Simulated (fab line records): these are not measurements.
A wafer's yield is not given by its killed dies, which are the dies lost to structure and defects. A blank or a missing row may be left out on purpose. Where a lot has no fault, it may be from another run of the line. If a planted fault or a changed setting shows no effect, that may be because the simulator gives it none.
Which tool was responsible? | flow sky130 | Sampling: 12 lots, 36 wafers, 2 of 708 route steps

WHAT THE GAUGES SHOWED, per wafer
SKY_LI_CONTACT_OVL_MEAS_13.
lot  | measured     | on         | LI_CONTACT_OVL (nm)
L075 | day 31 00:50 | overlay-01 | -3 -2 -5
L077 | day 30 23:12 | overlay-02 | -6 -6 -3
L079 | day 31 21:18 | overlay-02 | 1 -4 2
L081 | day 32 03:56 | overlay-01 | 10 2 11
L083 | day 33 01:40 | overlay-02 | 3 2 1
L085 | day 33 16:09 | overlay-01 | -11 -4 -8
L087 | day 34 06:34 | overlay-01 | -4 -10 -5
L089 | day 35 02:44 | overlay-01 | -1 -8 -4
L091 | day 35 06:14 | overlay-01 | -12 -9 1
L093 | day 35 16:08 | overlay-01 | -13 1 -12
L095 | day 36 15:53 | overlay-02 | -1 14 0
L097 | day 37 08:11 | overlay-01 | 0 -5 -2

WHAT TOOL EACH LOT RAN ON (gives the tool, then ch and the chambers of the sampled wafers, and finally the start)
lot  | SKY_FIELD_ISO_CMP_27
L075 | cmp-02 ch 1,2, day 2 18:06
L077 | cmp-02 ch 0,2,3, day 3 03:32
L079 | cmp-01 ch 0,3, day 3 13:07
L081 | cmp-01 ch 0,2,3, day 3 21:38
L083 | cmp-02 ch 1,2,3, day 4 09:41
L085 | cmp-02 ch 0,1, day 4 20:16
L087 | cmp-01 ch 0,1,2, day 5 05:52
L089 | cmp-02 ch 0,1,3, day 5 17:25
L091 | cmp-01 ch 1,3, day 6 04:32
L093 | cmp-01 ch 0,1,3, day 6 11:44
L095 | cmp-02 ch 2,3, day 6 22:53
L097 | cmp-02 ch 0,1,3, day 7 08:23
- SKY_FIELD_ISO_CMP_27: polishes, stops on Si3N4, t overpolish 16 s, target thk 457.8 nm.

THE ANSWER, worked out from the rows above alone
Rule: what is usual is taken from the lots themselves. Put in order of their means at a reading, lots are off if they are a third of the lots or fewer, leave a main group of 4 or more, and stand apart from it by a gap of 3 or more times the standard deviation of the main group's means; of several such gaps the widest counts. A main group is skipped when, at the precision printed for the reading in the tables above, its means are all equal. A lot without any number at a reading at which 4 lots or more have one is off too. Where the step has rows for the other lots, those lots are counted as sound.
None of the lots is off at any reading shown; this tells nothing.

WHAT WAS PUT IN BY THE SIMULATOR
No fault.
